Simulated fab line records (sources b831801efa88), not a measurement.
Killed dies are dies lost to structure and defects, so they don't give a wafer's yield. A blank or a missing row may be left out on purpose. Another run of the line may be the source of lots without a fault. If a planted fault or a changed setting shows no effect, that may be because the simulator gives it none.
The same fault as seen by 2 desks	flow gf180mcu	each desk has only its own numbers; what lay behind them comes last

== TOOL OWNER'S DESK, lithoTrack-04 ==
The tool's own readings at GF_HV_LDD_COAT_41 (resist thk 1000 nm): means of the sampled wafers that have a number, for each lot that ran on this tool. The brackets show how far a lot's mean lies from the usual mean; more than 4 standard deviations puts the lot out of limits, marked OUT.
Columns: A = spinSpeedRpm at GF_HV_LDD_COAT_41, usual 2999.7 rpm
lot	first seen here	A
L495	day 11 19:38	3001.0
L500	day 13 15:47	2999.1
L507	day 15 22:17	3000.1
L514	day 18 10:00	3001.6
L517	day 19 02:43	3000.6
L518	day 19 16:00	2999.9
This desk found nothing out of limits on any of the 6 lots.

== METROLOGY DESK ==
What the gauges read for every lot (on any tool): the sampled wafers with a number, averaged. The brackets show how far a lot's mean lies from the usual mean; more than 4 standard deviations puts the lot out of limits, marked OUT.
Columns: A = cdNm at GF_HV_LDD_CD_MEAS_19, usual 399.9 nm; B = cdNm at GF_HV_LDD_CD_MEAS_46, usual 399.9 nm
lot	first seen here	A	B
L495	day 10 13:58	398.1	401.5
L499	day 11 21:51	401.8	395.9
L500	day 12 08:44	399.9	403.4
L501	day 12 16:52	403.2	400.6
L504	day 13 12:42	398.9	397.8
L507	day 14 13:04	398.4	406.2
L511	day 15 21:02	399.2	396.3
L514	day 16 22:15	400.8	399.3
L515	day 17 04:32	398.9	401.5
L516	day 17 10:19	399.1	404.1
L517	day 17 15:01	399.1	401.5
L518	day 18 03:58	400.0	397.7
This desk found nothing out of limits on any of the 12 lots.

== TAKEN TOGETHER ==
The desk of the tool owner found nothing out of limits.
Metrology desk: nothing out of limits seen.

== WHAT THE SIMULATOR HAD INSERTED ==
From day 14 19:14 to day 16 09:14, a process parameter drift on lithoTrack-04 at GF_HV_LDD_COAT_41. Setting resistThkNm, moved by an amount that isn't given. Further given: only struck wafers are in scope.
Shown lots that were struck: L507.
